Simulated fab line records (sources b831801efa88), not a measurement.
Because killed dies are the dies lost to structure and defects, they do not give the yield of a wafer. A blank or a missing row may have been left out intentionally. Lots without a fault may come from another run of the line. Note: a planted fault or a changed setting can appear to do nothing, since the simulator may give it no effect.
Which tool is to blame? -- flow sky130 -- 30 wafers from 10 lots sampled at 4 of the route's 708 steps

## WHAT THE GAUGES SHOWED, per wafer
SKY_VIA1_BOW_MEAS_03. Usual: for VIA1_BOW the level is 80 um and the standard deviation is 6.7.
lot,measured,on,VIA1_BOW (um),flag
L727,day 32 11:05,film metro-01,96 83 80,
L728,day 33 06:01,film metro-03,83 75 81,
L734,day 35 07:05,film metro-03,73 84 78,
L732,day 35 08:20,film metro-01,90 76 65 - - -,
L735,day 35 19:14,film metro-03,78 83 68 - - -,
L736,day 36 18:32,film metro-02,79 75 74,
L747,day 39 04:55,film metro-03,83 77 73,
L748,day 39 11:32,film metro-01,81 88 86,
L749,day 39 20:18,film metro-03,82 93 84,
L750,day 39 22:04,film metro-01,72 86 82,

## TOOL THAT RAN EACH LOT (tool first, then ch and the chambers of the sampled wafers, then the start)
lot,SKY_METAL1_SPUTTER_00,SKY_METAL1_DESCUM_17,SKY_VIA1_CMP_02
L727,"pvd sputter-04, day 31 05:56","rie metal-02 ch 0,1, day 32 09:41","cmp-02 ch 1,3, day 32 10:46"
L728,"pvd sputter-04, day 32 01:57","rie metal-02 ch 0,1, day 33 04:44","cmp-01 ch 2,3, day 33 05:43"
L734,"pvd sputter-04, day 34 02:07","rie metal-04 ch 0,1, day 35 05:44","cmp-01 ch 0,1,2, day 35 06:44"
L732,"pvd sputter-02, day 34 03:36","rie metal-01 ch 0,1, day 35 07:05","cmp-01 ch 1,2,3, day 35 08:02"
L735,"pvd sputter-04, day 34 14:23","rie metal-04 ch 0,1, day 35 17:57","cmp-01 ch 1,2,3, day 35 18:59"
L736,"pvd sputter-02, day 35 13:35","rie metal-04 ch 0,1, day 36 16:42","cmp-01 ch 0,1,3, day 36 18:17"
L747,"pvd sputter-04, day 38 02:17","rie metal-01 ch 0,1, day 39 03:38","cmp-02 ch 0,2,3, day 39 04:38"
L748,"pvd sputter-04, day 38 09:08","rie metal-02 ch 0,1, day 39 10:14","cmp-02 ch 0,1,2, day 39 11:14"
L749,"pvd sputter-04, day 38 17:29","rie metal-02 ch 0,1, day 39 18:36","cmp-02 ch 1,2,3, day 39 19:59"
L750,"pvd sputter-02, day 38 20:03","rie metal-01 ch 0,1, day 39 20:44","cmp-01 ch 1,2,3, day 39 21:50"
- SKY_METAL1_SPUTTER_00: material Ti, target thk 15 nm, time 10 s.
- SKY_METAL1_DESCUM_17: chemistry O2, time 8 s.
- SKY_VIA1_CMP_02: polishes SiO2.

## AS READ BY THE TOOLS THEMSELVES (means over the sampled wafers that have a number; for cases with no such wafer, the mark the record gives instead)
SKY_METAL1_SPUTTER_00. Usual: throttle valve pct reads 30.0 % (standard deviation 1.3).
lot,tool,throttle valve pct (%),flag
L727,pvd sputter-04,30.4,
L728,pvd sputter-04,30.3,
L734,pvd sputter-04,29.6,
L732,pvd sputter-02,29.7,
L735,pvd sputter-04,30.4,
L736,pvd sputter-02,29.8,
L747,pvd sputter-04,30.4,
L748,pvd sputter-04,29.5,
L749,pvd sputter-04,29.5,
L750,pvd sputter-02,31.0,

SKY_METAL1_DESCUM_17. Usual: drypump motor current A 5.9 A, standard deviation 0.32; oes product au 1.003 a.u., standard deviation 0.011; temp c 40.03 C, standard deviation 0.11.
lot,tool,drypump motor current A (A),oes product au (a.u.),temp c (C),flag
L727,rie metal-02,5.9,1.005,39.90,
L728,rie metal-02,5.9,1.001,39.93,
L734,rie metal-04,5.9,0.999,39.98,
L732,rie metal-01,5.8,1.007,40.10,
L735,rie metal-04,5.9,1.003,40.05,
L736,rie metal-04,6.2,1.005,40.01,
L747,rie metal-01,5.8,1.012,40.09,
L748,rie metal-02,6.1,1.000,40.05,
L749,rie metal-02,5.8,0.999,39.76,
L750,rie metal-01,5.8,1.015,40.06,

SKY_VIA1_CMP_02. Usual: motor current A 12.8 A, standard deviation 1; platen rpm 60.00 rpm, standard deviation 0.04.
lot,tool,motor current A (A),platen rpm (rpm),flag
L727,cmp-02,11.3,60.00,
L728,cmp-01,13.6,60.01,
L734,cmp-01,13.1,59.97,
L732,cmp-01,13.7,60.04,
L735,cmp-01,13.4,60.02,
L736,cmp-01,12.8,59.99,
L747,cmp-02,12.3,60.02,
L748,cmp-02,11.2,60.01,
L749,cmp-02,12.3,59.96,
L750,cmp-01,13.6,59.97,

## THE ANSWER, worked out from the rows above alone
Rule: take the mean of a lot's wafers that have a number; if it is more than 3 standard deviations from the usual mean, the lot is off. Also off: a lot with no number at a reading for which 4 or more lots have one. Any other lot the step has rows for is counted as sound. The gauges are gone through in route order, then the tools' own readings, and for those a lot's mean is taken as printed above. The first step at which some lot is off is used, and at that step the reading that is off furthest; a lot without a number counts as furthest.
None of the lots is off at any reading shown; this tells nothing.

## WHAT THE SIMULATOR PUT IN
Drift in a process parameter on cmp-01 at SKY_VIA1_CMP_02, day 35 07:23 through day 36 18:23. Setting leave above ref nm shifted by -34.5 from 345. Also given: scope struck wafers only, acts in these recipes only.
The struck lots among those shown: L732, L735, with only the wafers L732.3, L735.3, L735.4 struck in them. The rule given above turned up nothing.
